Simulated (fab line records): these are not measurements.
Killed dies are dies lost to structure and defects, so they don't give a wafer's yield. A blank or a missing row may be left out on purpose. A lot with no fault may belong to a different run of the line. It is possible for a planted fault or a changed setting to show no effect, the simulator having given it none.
Which tool did it? / flow sky130 / 24 lots, 72 wafers sampled, at 4 steps of a route of 708

== WHAT EACH GAUGE READ, for each wafer ==
SKY_LOCAL_INTERCONNECT_THK_MEAS_02: measures by xrf.
lot=L074; measured=day 28 11:44; on=film-metro-03; LOCAL_INTERCONNECT_TIN_THK (nm)=102.3 103.2 102.0
lot=L075; measured=day 29 09:40; on=film-metro-01; LOCAL_INTERCONNECT_TIN_THK (nm)=100.3 100.5 100.1
lot=L076; measured=day 29 11:53; on=film-metro-03; LOCAL_INTERCONNECT_TIN_THK (nm)=103.1 103.0 103.7
lot=L077; measured=day 29 20:35; on=film-metro-03; LOCAL_INTERCONNECT_TIN_THK (nm)=102.1 101.6 101.2
lot=L078; measured=day 31 07:38; on=film-metro-01; LOCAL_INTERCONNECT_TIN_THK (nm)=102.6 101.4 102.6
lot=L079; measured=day 31 13:59; on=film-metro-03; LOCAL_INTERCONNECT_TIN_THK (nm)=102.1 101.5 101.5
lot=L080; measured=day 31 14:41; on=film-metro-01; LOCAL_INTERCONNECT_TIN_THK (nm)=100.2 100.1 99.9
lot=L081; measured=day 31 15:35; on=film-metro-01; LOCAL_INTERCONNECT_TIN_THK (nm)=101.3 101.7 101.0
lot=L082; measured=day 31 20:31; on=film-metro-02; LOCAL_INTERCONNECT_TIN_THK (nm)=101.3 100.8 102.0
lot=L083; measured=day 32 06:15; on=film-metro-01; LOCAL_INTERCONNECT_TIN_THK (nm)=100.5 100.7 100.6
lot=L085; measured=day 32 16:04; on=film-metro-01; LOCAL_INTERCONNECT_TIN_THK (nm)=98.3 98.5 99.6
lot=L084; measured=day 32 18:08; on=film-metro-02; LOCAL_INTERCONNECT_TIN_THK (nm)=99.9 101.0 102.0
lot=L086; measured=day 32 23:44; on=film-metro-02; LOCAL_INTERCONNECT_TIN_THK (nm)=101.1 100.7 100.6
lot=L087; measured=day 33 09:28; on=film-metro-02; LOCAL_INTERCONNECT_TIN_THK (nm)=100.2 100.4 100.8
lot=L088; measured=day 33 14:52; on=film-metro-03; LOCAL_INTERCONNECT_TIN_THK (nm)=103.4 103.8 104.6
lot=L090; measured=day 34 23:50; on=film-metro-02; LOCAL_INTERCONNECT_TIN_THK (nm)=100.4 99.6 101.0
lot=L091; measured=day 35 03:19; on=film-metro-03; LOCAL_INTERCONNECT_TIN_THK (nm)=100.9 102.0 101.2
lot=L089; measured=day 35 06:11; on=film-metro-01; LOCAL_INTERCONNECT_TIN_THK (nm)=99.3 99.2 99.5
lot=L092; measured=day 35 06:31; on=film-metro-02; LOCAL_INTERCONNECT_TIN_THK (nm)=100.6 100.7 100.0
lot=L093; measured=day 35 10:29; on=film-metro-02; LOCAL_INTERCONNECT_TIN_THK (nm)=100.6 100.5 100.5
lot=L094; measured=day 36 04:35; on=film-metro-03; LOCAL_INTERCONNECT_TIN_THK (nm)=101.3 101.5 101.2
lot=L095; measured=day 36 14:29; on=film-metro-01; LOCAL_INTERCONNECT_TIN_THK (nm)=99.0 98.9 98.8
lot=L097; measured=day 36 15:46; on=film-metro-03; LOCAL_INTERCONNECT_TIN_THK (nm)=101.2 100.5 100.9
lot=L096; measured=day 36 20:25; on=film-metro-01; LOCAL_INTERCONNECT_TIN_THK (nm)=99.9 99.3 99.7

SKY_METAL1_CD_MEAS_15 targets a cd of 140 nm.
lot=L074; measured=day 32 02:29; on=cd-sem-02; cd-nm (nm)=142.1 141.7 141.3
lot=L075; measured=day 32 23:39; on=cd-sem-02; cd-nm (nm)=138.6 139.5 139.6
lot=L076; measured=day 33 01:02; on=cd-sem-02; cd-nm (nm)=139.2 137.5 138.5
lot=L077; measured=day 33 11:16; on=cd-sem-02; cd-nm (nm)=140.0 140.4 139.7
lot=L078; measured=day 34 18:36; on=cd-sem-01; cd-nm (nm)=139.7 142.0 142.5
lot=L079; measured=day 35 01:23; on=cd-sem-01; cd-nm (nm)=140.3 139.8 137.1
lot=L080; measured=day 35 03:02; on=cd-sem-01; cd-nm (nm)=138.3 141.0 138.7
lot=L081; measured=day 35 03:45; on=cd-sem-01; cd-nm (nm)=142.4 142.5 141.0
lot=L082; measured=day 35 08:05; on=cd-sem-02; cd-nm (nm)=138.6 140.3 140.2
lot=L083; measured=day 35 16:14; on=cd-sem-01; cd-nm (nm)=141.6 142.6 141.2
lot=L085; measured=day 36 02:08; on=cd-sem-01; cd-nm (nm)=140.1 139.4 139.7
lot=L084; measured=day 36 04:39; on=cd-sem-02; cd-nm (nm)=140.8 139.6 139.4
lot=L086; measured=day 36 09:17; on=cd-sem-02; cd-nm (nm)=140.0 139.7 138.4
lot=L087; measured=day 36 18:25; on=cd-sem-01; cd-nm (nm)=141.6 141.0 142.8
lot=L088; measured=day 37 00:29; on=cd-sem-02; cd-nm (nm)=140.8 141.8 139.8
lot=L090; measured=day 38 07:17; on=cd-sem-01; cd-nm (nm)=138.5 138.1 138.7
lot=L091; measured=day 38 11:23; on=cd-sem-02; cd-nm (nm)=141.4 141.6 142.2
lot=L089; measured=day 38 14:58; on=cd-sem-01; cd-nm (nm)=143.5 140.6 140.7
lot=L092; measured=day 38 15:17; on=cd-sem-02; cd-nm (nm)=141.0 141.3 139.0
lot=L093; measured=day 38 17:40; on=cd-sem-01; cd-nm (nm)=138.9 140.5 140.8
lot=L094; measured=day 39 11:50; on=cd-sem-02; cd-nm (nm)=140.7 140.5 141.0
lot=L095; measured=day 39 22:02; on=cd-sem-01; cd-nm (nm)=141.2 141.3 141.5
lot=L097; measured=day 39 23:01; on=cd-sem-01; cd-nm (nm)=138.9 140.3 140.5
lot=L096; measured=day 40 03:02; on=cd-sem-01; cd-nm (nm)=141.2 141.3 140.1

SKY_CAPM_THK_MEAS_04: measures by xrf.
lot=L074; measured=day 35 15:34; on=film-metro-02; CAPM_TIN_THK (nm)=198.6 199.5 197.3
lot=L075; measured=day 36 11:58; on=film-metro-04; CAPM_TIN_THK (nm)=205.9 204.8 205.1
lot=L076; measured=day 36 15:46; on=film-metro-04; CAPM_TIN_THK (nm)=206.9 204.8 203.1
lot=L077; measured=day 36 22:55; on=film-metro-01; CAPM_TIN_THK (nm)=200.6 202.2 200.8
lot=L078; measured=day 38 06:19; on=film-metro-01; CAPM_TIN_THK (nm)=203.0 205.2 204.6
lot=L079; measured=day 38 12:53; on=film-metro-01; CAPM_TIN_THK (nm)=199.7 199.6 199.3
lot=L080; measured=day 38 15:16; on=film-metro-04; CAPM_TIN_THK (nm)=202.8 203.6 203.6
lot=L081; measured=day 38 17:51; on=film-metro-04; CAPM_TIN_THK (nm)=203.1 201.0 201.1
lot=L082; measured=day 38 19:27; on=film-metro-04; CAPM_TIN_THK (nm)=200.4 199.9 203.7
lot=L083; measured=day 39 04:37; on=film-metro-01; CAPM_TIN_THK (nm)=201.4 200.4 202.0
lot=L085; measured=day 39 11:16; on=film-metro-01; CAPM_TIN_THK (nm)=201.7 199.0 202.6
lot=L084; measured=day 39 16:45; on=film-metro-02; CAPM_TIN_THK (nm)=198.3 199.8 199.3
lot=L086; measured=day 39 20:38; on=film-metro-01; CAPM_TIN_THK (nm)=200.3 200.5 200.7
lot=L087; measured=day 40 03:53; on=film-metro-01; CAPM_TIN_THK (nm)=199.9 200.6 199.6
lot=L088; measured=day 40 11:04; on=film-metro-02; CAPM_TIN_THK (nm)=201.4 201.9 204.6
lot=L090; measured=day 41 15:04; on=film-metro-01; CAPM_TIN_THK (nm)=206.5 205.0 203.1
lot=L091; measured=day 41 19:39; on=film-metro-02; CAPM_TIN_THK (nm)=200.7 198.0 200.6
lot=L089; measured=day 42 01:09; on=film-metro-04; CAPM_TIN_THK (nm)=205.9 204.4 204.9
lot=L092; measured=day 42 01:19; on=film-metro-04; CAPM_TIN_THK (nm)=202.9 203.4 202.1
lot=L093; measured=day 42 02:12; on=film-metro-02; CAPM_TIN_THK (nm)=199.6 199.3 199.4
lot=L094; measured=day 42 20:11; on=film-metro-02; CAPM_TIN_THK (nm)=200.0 198.8 200.6
lot=L095; measured=day 43 03:37; on=film-metro-04; CAPM_TIN_THK (nm)=205.6 203.9 203.4
lot=L097; measured=day 43 04:29; on=film-metro-04; CAPM_TIN_THK (nm)=201.4 199.1 200.0
lot=L096; measured=day 43 09:35; on=film-metro-01; CAPM_TIN_THK (nm)=206.5 203.8 205.2

== EACH LOT AND THE TOOL THAT RAN IT (in order: tool; ch and the chambers of the sampled wafers; start) ==
lot=L074; SKY_METAL3_SPUTTER_00=pvd-sputter-01, day 35 15:05
lot=L075; SKY_METAL3_SPUTTER_00=pvd-sputter-04, day 36 11:29
lot=L076; SKY_METAL3_SPUTTER_00=pvd-sputter-01, day 36 15:17
lot=L077; SKY_METAL3_SPUTTER_00=pvd-sputter-04, day 36 22:27
lot=L078; SKY_METAL3_SPUTTER_00=pvd-sputter-01, day 38 05:50
lot=L079; SKY_METAL3_SPUTTER_00=pvd-sputter-04, day 38 12:26
lot=L080; SKY_METAL3_SPUTTER_00=pvd-sputter-01, day 38 14:48
lot=L081; SKY_METAL3_SPUTTER_00=pvd-sputter-02, day 38 17:23
lot=L082; SKY_METAL3_SPUTTER_00=pvd-sputter-01, day 38 18:59
lot=L083; SKY_METAL3_SPUTTER_00=pvd-sputter-02, day 39 04:08
lot=L085; SKY_METAL3_SPUTTER_00=pvd-sputter-01, day 39 10:47
lot=L084; SKY_METAL3_SPUTTER_00=pvd-sputter-01, day 39 16:17
lot=L086; SKY_METAL3_SPUTTER_00=pvd-sputter-02, day 39 20:11
lot=L087; SKY_METAL3_SPUTTER_00=pvd-sputter-04, day 40 03:24
lot=L088; SKY_METAL3_SPUTTER_00=pvd-sputter-04, day 40 10:37
lot=L090; SKY_METAL3_SPUTTER_00=pvd-sputter-04, day 41 14:36
lot=L091; SKY_METAL3_SPUTTER_00=pvd-sputter-04, day 41 19:11
lot=L089; SKY_METAL3_SPUTTER_00=pvd-sputter-01, day 42 00:40
lot=L092; SKY_METAL3_SPUTTER_00=pvd-sputter-04, day 42 00:50
lot=L093; SKY_METAL3_SPUTTER_00=pvd-sputter-01, day 42 01:43
lot=L094; SKY_METAL3_SPUTTER_00=pvd-sputter-04, day 42 19:43
lot=L095; SKY_METAL3_SPUTTER_00=pvd-sputter-01, day 43 03:10
lot=L097; SKY_METAL3_SPUTTER_00=pvd-sputter-04, day 43 04:00
lot=L096; SKY_METAL3_SPUTTER_00=pvd-sputter-02, day 43 09:07
- SKY_METAL3_SPUTTER_00: material Ti, target thk 15 nm, time 10 s.

== AS READ BY THE TOOLS THEMSELVES (means over the sampled wafers that have a number; for cases with no such wafer, the mark the record gives instead) ==
SKY_METAL3_SPUTTER_00.
lot=L074; tool=pvd-sputter-01; chamber-pressure-pa (Pa)=0.4006; throttle-valve-pct (%)=29.9
lot=L075; tool=pvd-sputter-04; chamber-pressure-pa (Pa)=0.4004; throttle-valve-pct (%)=29.8
lot=L076; tool=pvd-sputter-01; chamber-pressure-pa (Pa)=0.4009; throttle-valve-pct (%)=30.0
lot=L077; tool=pvd-sputter-04; chamber-pressure-pa (Pa)=0.3997; throttle-valve-pct (%)=29.8
lot=L078; tool=pvd-sputter-01; chamber-pressure-pa (Pa)=0.4002; throttle-valve-pct (%)=29.2
lot=L079; tool=pvd-sputter-04; chamber-pressure-pa (Pa)=0.3995; throttle-valve-pct (%)=29.2
lot=L080; tool=pvd-sputter-01; chamber-pressure-pa (Pa)=0.3993; throttle-valve-pct (%)=29.3
lot=L081; tool=pvd-sputter-02; chamber-pressure-pa (Pa)=0.3998; throttle-valve-pct (%)=30.2
lot=L082; tool=pvd-sputter-01; chamber-pressure-pa (Pa)=0.4002; throttle-valve-pct (%)=29.3
lot=L083; tool=pvd-sputter-02; chamber-pressure-pa (Pa)=0.3996; throttle-valve-pct (%)=30.9
lot=L085; tool=pvd-sputter-01; chamber-pressure-pa (Pa)=0.4000; throttle-valve-pct (%)=29.7
lot=L084; tool=pvd-sputter-01; chamber-pressure-pa (Pa)=0.3994; throttle-valve-pct (%)=30.1
lot=L086; tool=pvd-sputter-02; chamber-pressure-pa (Pa)=0.3996; throttle-valve-pct (%)=31.6
lot=L087; tool=pvd-sputter-04; chamber-pressure-pa (Pa)=0.3993; throttle-valve-pct (%)=29.2
lot=L088; tool=pvd-sputter-04; chamber-pressure-pa (Pa)=0.4000; throttle-valve-pct (%)=29.2
lot=L090; tool=pvd-sputter-04; chamber-pressure-pa (Pa)=0.4003; throttle-valve-pct (%)=29.6
lot=L091; tool=pvd-sputter-04; chamber-pressure-pa (Pa)=0.4000; throttle-valve-pct (%)=29.1
lot=L089; tool=pvd-sputter-01; chamber-pressure-pa (Pa)=0.4008; throttle-valve-pct (%)=29.7
lot=L092; tool=pvd-sputter-04; chamber-pressure-pa (Pa)=0.4003; throttle-valve-pct (%)=30.2
lot=L093; tool=pvd-sputter-01; chamber-pressure-pa (Pa)=0.3997; throttle-valve-pct (%)=29.2
lot=L094; tool=pvd-sputter-04; chamber-pressure-pa (Pa)=0.4005; throttle-valve-pct (%)=30.2
lot=L095; tool=pvd-sputter-01; chamber-pressure-pa (Pa)=0.3994; throttle-valve-pct (%)=29.6
lot=L097; tool=pvd-sputter-04; chamber-pressure-pa (Pa)=0.3995; throttle-valve-pct (%)=29.7
lot=L096; tool=pvd-sputter-02; chamber-pressure-pa (Pa)=0.4003; throttle-valve-pct (%)=30.6

== THE ANSWER, worked out from the rows above alone ==
Rule: usual is defined by the lots themselves. The widest of any qualifying gaps counts: lots, ordered by their means at a reading, are off when they make up no more than a third of the lots, leave a main group of 4 or more, and stand apart from it by 3 or more times the standard deviation of that group's means. A main group is skipped when, at the precision printed for the reading in the tables above, its means are all equal. Also off: a lot with no number at a reading for which 4 or more lots have one. Any other lot the step has rows for is counted as sound. The gauges are gone through in route order, then the tools' own readings, and for those a lot's mean is taken as printed above. At the first step where some lot is off, the reading lying furthest off is the one used; lots without a number count as furthest.
Across all readings shown, no lot is off: no conclusion can be drawn from this.

== WHAT WAS PUT IN BY THE SIMULATOR ==
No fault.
